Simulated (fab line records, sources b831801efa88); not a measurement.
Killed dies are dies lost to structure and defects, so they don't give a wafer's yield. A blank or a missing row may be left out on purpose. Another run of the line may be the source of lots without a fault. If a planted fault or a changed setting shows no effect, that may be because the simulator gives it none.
Chamber matching | flow sky130 | 4 sister chambers for SKY_CONTACT_CMP_04 on cmp-01
The step polishes SiO2. 8 wafers are shown with their chamber, then 11 later ones without.

## EACH WAFER AND ITS CHAMBER
wafer  | chamber | motor-current-A (A) | time-to-endpoint-s (s)
L082.6 | 2       | 13.8                | 84
L083.4 | 0       | 11.6                | 85
L083.5 | 3       | 11.4                | 89
L083.6 | 0       | 11.2                | 77
L084.2 | 1       | 12.2                | 79
L084.5 | 1       | 11.7                | 83
L084.6 | 2       | 12.6                | 89
L086.2 | 3       | 10.7                | 83

## WAFERS WITHOUT THEIR CHAMBER
wafer  | motor-current-A (A) | time-to-endpoint-s (s)
L086.5 | 11.4                | 83
L086.6 | 11.0                | 85
L091.1 | 12.5                | 82
L091.3 | 11.0                | 78
L091.4 | 11.7                | 76
L092.3 | 11.9                | 79
L092.4 | 11.3                | 79
L092.5 | 11.0                | 85
L096.2 | 13.1                | 80
L096.3 | 11.5                | 77
L096.4 | 11.7                | 82

## WHICH CHAMBER EACH ONE RAN IN
wafer  | from the rows above               | in truth
L086.5 | can't be placed: 0 or 3 or 1      | 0
L086.6 | can't be placed: 3 or 0 or 1      | 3
L091.1 | can't be placed: 1 or 2 or 0 or 3 | 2
L091.3 | can't be placed: 0 or 1 or 3      | 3
L091.4 | can't be placed: 1 or 0 or 3      | 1
L092.3 | can't be placed: 1 or 0 or 3      | 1
L092.4 | can't be placed: 0 or 1 or 3      | 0
L092.5 | can't be placed: 3 or 0 or 1      | 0
L096.2 | can't be placed: 2 or 1 or 0      | 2
L096.3 | can't be placed: 0 or 1 or 3      | 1
L096.4 | can't be placed: 1 or 0 or 3      | 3
Correct placement for 0 of the 11. Not placeable from these rows: 11 (in 11, the candidates include the true chamber). Number placed wrongly: 0.
How it was worked out, from the rows above alone: a wafer's distance from a chamber is the root of the sum, over the readings, of the square of ((its reading less the chamber's mean) divided by the reading's scatter). If the next closest chamber is less than 2 further off than the closest, the wafer can't be placed; otherwise it belongs to the closest. Each chamber's mean is taken over the wafers shown for it. The scatter is the square root of a quotient: the sum, over the shown wafers, of each reading's squared deviation from its chamber's mean, divided by wafers minus chambers.
